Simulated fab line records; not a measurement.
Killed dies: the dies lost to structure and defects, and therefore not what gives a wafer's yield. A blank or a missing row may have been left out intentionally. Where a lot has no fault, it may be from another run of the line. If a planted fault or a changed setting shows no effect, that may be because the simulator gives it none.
Shared-tool check    flow gf180mcu    Lots sampled 13, wafers sampled 39

## WHAT PROMPTED THE OPENING
At GF_TOP_METAL_CD_MEAS_14 the reading cdNm is flagged on 4 of 13 lots. Fault-free wafers read 440.8 nm, with a standard deviation of 2.
Rule: flag the lot when none of its wafers has a number, or when each of its wafers that has one lies beyond 4 standard deviations from that mean. The rest of the lots are taken to be sound.

lot   measured      on        cdNm (nm), wafer by wafer  flag
L864  day 27 22:41  cdSem-01  437.3 438.0 439.4          
L865  day 28 05:08  cdSem-02  439.5 439.4 438.4          
L866  day 28 06:02  cdSem-01  438.4 440.7 440.3          
L867  day 28 20:02  cdSem-02  441.7 442.0 443.8          
L868  day 29 10:35  cdSem-02  463.7 463.5 463.1          FLAGGED
L869  day 29 20:47  cdSem-02  457.2 456.2 456.7          FLAGGED
L870  day 29 22:26  cdSem-01  458.3 460.0 458.0          FLAGGED
L873  day 30 23:41  cdSem-01  434.7 439.4 436.0          
L874  day 31 13:20  cdSem-01  450.6 449.7 449.9          FLAGGED
L876  day 31 18:38  cdSem-02  445.4 442.6 442.6          
L879  day 32 16:41  cdSem-02  443.4 442.1 442.6          
L880  day 32 17:05  cdSem-01  440.1 439.9 441.7          
L886  day 33 15:53  cdSem-01  444.0 441.9 441.9          
The numbers of the flagged lots are 457.2 nm on average: +16.4 nm against the usual, or +8 standard deviations.

## TOOL THAT RAN EACH LOT
The record holds 3 process steps before the reading, out of a route of 602 steps. Cell contents, in order: the tool; ch with the chambers the sampled wafers went through; the start.
lot   flag     GF_V5_ETCH_16                      GF_TOP_METAL_SPUTTER_00      GF_TOP_METAL_EXPOSE_11
L864           rieDiel-03 ch 0,2,3, day 27 01:22  pvdSputter-04, day 27 02:45  ilineStepper-01 ch 0, day 27 13:20
L865           rieDiel-04 ch 0,1,3, day 27 08:39  pvdSputter-04, day 27 10:02  ilineStepper-02 ch 0, day 27 19:52
L866           rieDiel-03 ch 0,2,3, day 27 09:47  pvdSputter-02, day 27 11:10  ilineStepper-01 ch 0, day 27 20:49
L867           rieDiel-03 ch 0,3, day 27 23:29    pvdSputter-04, day 28 00:52  ilineStepper-01 ch 0, day 28 11:06
L868  FLAGGED  rieDiel-04 ch 0,2, day 28 14:06    pvdSputter-03, day 28 15:29  ilineStepper-01 ch 0, day 29 01:35
L869  FLAGGED  rieDiel-04 ch 0,2,3, day 29 00:44  pvdSputter-03, day 29 02:08  ilineStepper-01 ch 0, day 29 11:35
L870  FLAGGED  rieDiel-03 ch 0,1,3, day 29 01:09  pvdSputter-02, day 29 02:56  ilineStepper-01 ch 0, day 29 12:50
L873           rieDiel-04 ch 0,1,3, day 30 03:30  pvdSputter-04, day 30 05:08  ilineStepper-02 ch 0, day 30 14:25
L874  FLAGGED  rieDiel-04 ch 0,1,3, day 30 18:16  pvdSputter-04, day 30 19:40  ilineStepper-01 ch 0, day 31 04:31
L876           rieDiel-04 ch 0,1, day 30 23:09    pvdSputter-03, day 31 00:34  ilineStepper-02 ch 0, day 31 09:39
L879           rieDiel-01 ch 1,3, day 31 22:21    pvdSputter-04, day 31 23:50  ilineStepper-02 ch 0, day 32 08:29
L880           rieDiel-03 ch 0,1, day 31 22:42    pvdSputter-02, day 32 00:04  ilineStepper-02 ch 0, day 32 08:44
L886           rieDiel-03 ch 1,2,3, day 32 22:39  pvdSputter-03, day 33 00:02  ilineStepper-02 ch 0, day 33 08:44
What is done by these steps:
- GF_V5_ETCH_16: etches BARC in N2/H2.
- GF_TOP_METAL_SPUTTER_00: material Ti, target thk 37.5 nm, time 150 s.
- GF_TOP_METAL_EXPOSE_11: exposes mask MetalTop, target cd 440 nm.
- GF_TOP_METAL_CD_MEAS_14: target cd 440 nm.

## FLAGGED AGAINST TOTAL, ONE TOOL AT A TIME (gauges that did the reading follow at the end)
step                     tool             lots run  flagged  share of the flagged lots  sound lots run after its first flagged lot
GF_V5_ETCH_16            rieDiel-01       1         0        none                       -
GF_V5_ETCH_16            rieDiel-03       6         1        some                       2 (L880,L886)
GF_V5_ETCH_16            rieDiel-04       6         3        some                       2 (L873,L876)
GF_TOP_METAL_SPUTTER_00  pvdSputter-02    3         1        some                       1 (L880)
GF_TOP_METAL_SPUTTER_00  pvdSputter-03    4         2        some                       2 (L876,L886)
GF_TOP_METAL_SPUTTER_00  pvdSputter-04    6         1        some                       1 (L879)
GF_TOP_METAL_EXPOSE_11   ilineStepper-01  7         4        all                        0
GF_TOP_METAL_EXPOSE_11   ilineStepper-02  6         0        none                       -
GF_TOP_METAL_CD_MEAS_14  cdSem-01         7         2        some                       3 (L873,L880,L886)
GF_TOP_METAL_CD_MEAS_14  cdSem-02         6         2        some                       2 (L876,L879)

## THE TABLE: WHAT IT ALLOWS
1 row of the table ran every flagged lot: ilineStepper-01 at GF_TOP_METAL_EXPOSE_11.
- ilineStepper-01 at GF_TOP_METAL_EXPOSE_11: 4 of its 7 lots flagged. Last sound lot L867 at day 28 11:06, first flagged lot L868 at day 29 01:35; a fault beginning in between fits. Its own readings (exposureDoseMJCm2) fall more than 4 standard deviations out on all wafers of the flagged lots.
One tool is left: ilineStepper-01 at GF_TOP_METAL_EXPOSE_11.

## WHAT THE SIMULATOR PUT IN
Drift in process parameters on ilineStepper-01 at GF_TOP_METAL_EXPOSE_11, starting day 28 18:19. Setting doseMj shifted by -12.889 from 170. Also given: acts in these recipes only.
Shown lots that were struck: L868, L869, L870, L874. Same finding as the rule above.
